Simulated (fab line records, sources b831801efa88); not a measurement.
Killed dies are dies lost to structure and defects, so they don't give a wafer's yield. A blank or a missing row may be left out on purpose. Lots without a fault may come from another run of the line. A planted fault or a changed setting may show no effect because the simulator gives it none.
Which tool did it? | flow gf180mcu | 24 lots, 72 wafers sampled, at 3 steps of a route of 602

WHAT THE GAUGES READ, wafer by wafer
GF_MVPSD_OVL_MEAS_07.
lot  | measured     | on         | MVPSD_OVL (nm)
L074 | day 5 01:54  | overlay-01 | -2.2 -1.4 -0.3
L075 | day 5 06:46  | overlay-02 | 1.1 1.3 0.8
L076 | day 5 10:39  | overlay-02 | -0.6 -0.4 -0.8
L077 | day 5 18:31  | overlay-02 | -2.4 -2.3 -1.2
L078 | day 5 22:59  | overlay-02 | 2.2 0.4 1.1
L079 | day 6 10:45  | overlay-02 | 0.3 0.5 -1.0
L080 | day 6 13:49  | overlay-02 | -1.4 -1.9 -3.1
L081 | day 6 19:23  | overlay-01 | 0.8 1.6 -1.8
L082 | day 7 01:12  | overlay-01 | 0.7 0.8 0.4
L083 | day 7 09:50  | overlay-01 | -2.0 -0.3 -0.5
L084 | day 7 14:17  | overlay-02 | 1.9 2.3 0.1
L085 | day 7 21:15  | overlay-01 | 0.9 0.1 -0.2
L086 | day 8 04:13  | overlay-01 | -1.8 -1.2 -2.1
L087 | day 8 07:34  | overlay-02 | -0.9 0.0 -1.1
L088 | day 8 13:54  | overlay-01 | -0.4 0.7 -0.3
L089 | day 8 19:25  | overlay-02 | -1.4 -0.6 -2.6
L090 | day 9 01:09  | overlay-01 | 0.8 0.7 -0.1
L091 | day 9 06:31  | overlay-01 | 1.3 0.4 -0.5
L092 | day 9 13:07  | overlay-01 | 0.3 -0.3 -0.2
L093 | day 10 00:01 | overlay-02 | -2.4 -1.2 -1.4
L094 | day 10 01:54 | overlay-01 | 1.2 0.9 -0.4
L095 | day 10 08:31 | overlay-01 | -0.1 -2.0 0.3
L096 | day 10 13:46 | overlay-01 | 0.1 -1.2 -0.2
L097 | day 10 19:00 | overlay-01 | 3.2 0.1 2.3

GF_V4_THK_MEAS_01.
lot  | measured     | on            | V4_CVD_00_THK (nm)
L074 | day 23 12:43 | film_metro-01 | 608 602 615
L075 | day 23 20:22 | film_metro-01 | 599 595 594
L076 | day 24 03:37 | film_metro-01 | 608 598 596
L077 | day 25 01:50 | film_metro-04 | 591 593 593
L078 | day 25 00:39 | film_metro-04 | 594 604 595
L079 | day 25 12:18 | film_metro-04 | 598 591 592
L080 | day 25 21:05 | film_metro-04 | 588 591 598
L081 | day 26 04:12 | film_metro-02 | 600 604 609
L082 | day 26 07:26 | film_metro-01 | 589 590 593
L083 | day 26 18:05 | film_metro-01 | 607 603 606
L084 | day 27 03:44 | film_metro-01 | 594 600 597
L085 | day 27 11:34 | film_metro-02 | 594 586 583
L086 | day 27 16:43 | film_metro-01 | 595 593 593
L087 | day 27 21:01 | film_metro-04 | 603 607 600
L088 | day 28 06:13 | film_metro-04 | 610 603 600
L089 | day 28 14:58 | film_metro-01 | 600 609 605
L090 | day 28 19:15 | film_metro-04 | 602 599 596
L091 | day 28 23:28 | film_metro-01 | 593 613 590
L092 | day 29 06:56 | film_metro-01 | 599 597 602
L093 | day 29 16:28 | film_metro-01 | 600 603 599
L094 | day 29 21:17 | film_metro-04 | 595 598 595
L095 | day 30 03:48 | film_metro-04 | 600 601 600
L096 | day 30 08:19 | film_metro-02 | 603 608 603
L097 | day 30 14:28 | film_metro-02 | 592 595 605

WHICH TOOL RAN EACH LOT (tool, then ch and the chambers of the sampled wafers, then the start)
lot  | GF_V3_SPUTTER_22
L074 | pvd_sputter-01, day 22 12:21
L075 | pvd_sputter-02, day 22 19:53
L076 | pvd_sputter-04, day 23 03:25
L077 | pvd_sputter-02, day 24 01:48
L078 | pvd_sputter-04, day 24 00:59
L079 | pvd_sputter-02, day 24 13:13
L080 | pvd_sputter-01, day 24 22:04
L081 | pvd_sputter-02, day 25 05:03
L082 | pvd_sputter-02, day 25 08:31
L083 | pvd_sputter-02, day 25 19:38
L084 | pvd_sputter-02, day 26 05:44
L085 | pvd_sputter-01, day 26 13:32
L086 | pvd_sputter-02, day 26 18:55
L087 | pvd_sputter-02, day 26 23:23
L088 | pvd_sputter-04, day 27 08:17
L089 | pvd_sputter-01, day 27 17:36
L090 | pvd_sputter-02, day 27 21:29
L091 | pvd_sputter-01, day 28 02:18
L092 | pvd_sputter-01, day 28 09:23
L093 | pvd_sputter-02, day 28 20:04
L094 | pvd_sputter-04, day 29 01:11
L095 | pvd_sputter-02, day 29 06:56
L096 | pvd_sputter-01, day 29 12:09
L097 | pvd_sputter-02, day 29 18:33
- GF_V3_SPUTTER_22: material TiN, target thk 10 nm, time 40 s.

WHAT THE TOOLS THEMSELVES READ (means of the sampled wafers that have a number; where no wafer has one, the mark that the record gives instead)
GF_V3_SPUTTER_22.
lot  | tool           | chamber_pressure_pa (Pa) | throttle_valve_pct (%)
L074 | pvd_sputter-01 | 4.992                    | 29.0
L075 | pvd_sputter-02 | 5.002                    | 30.6
L076 | pvd_sputter-04 | 5.003                    | 30.2
L077 | pvd_sputter-02 | 5.004                    | 31.2
L078 | pvd_sputter-04 | 5.001                    | 28.7
L079 | pvd_sputter-02 | 5.014                    | 30.9
L080 | pvd_sputter-01 | 4.999                    | 29.3
L081 | pvd_sputter-02 | 4.988                    | 31.1
L082 | pvd_sputter-02 | 4.994                    | 29.8
L083 | pvd_sputter-02 | 4.993                    | 31.0
L084 | pvd_sputter-02 | 5.001                    | 31.6
L085 | pvd_sputter-01 | 4.994                    | 28.8
L086 | pvd_sputter-02 | 5.003                    | 29.9
L087 | pvd_sputter-02 | 5.002                    | 30.3
L088 | pvd_sputter-04 | 5.002                    | 29.3
L089 | pvd_sputter-01 | 5.007                    | 29.2
L090 | pvd_sputter-02 | 5.007                    | 30.0
L091 | pvd_sputter-01 | 5.001                    | 29.3
L092 | pvd_sputter-01 | 4.998                    | 30.0
L093 | pvd_sputter-02 | 4.991                    | 31.1
L094 | pvd_sputter-04 | 5.002                    | 29.1
L095 | pvd_sputter-02 | 5.001                    | 31.2
L096 | pvd_sputter-01 | 5.016                    | 29.9
L097 | pvd_sputter-02 | 5.012                    | 30.3

THE ANSWER, worked out from the rows above alone
Rule: what is usual is taken from the lots themselves. Put in order of their means at a reading, lots are off if they are a third of the lots or fewer, leave a main group of 4 or more, and stand apart from it by a gap of 3 or more times the standard deviation of the main group's means; of several such gaps the widest counts. A main group whose means are all the same, to the digits that the tables above print for the reading, isn't used. A lot without any number at a reading at which 4 lots or more have one is off too. The other lots that the step has rows for count as sound. The gauges are gone through in route order, then the tools' own readings, and for those a lot's mean is taken as printed above. The first step at which some lot is off is used, and at that step the reading that is off furthest; a lot without a number counts as furthest.
No lot is off at any reading shown: from this, nothing can be told.

WHAT THE SIMULATOR HAD PUT IN
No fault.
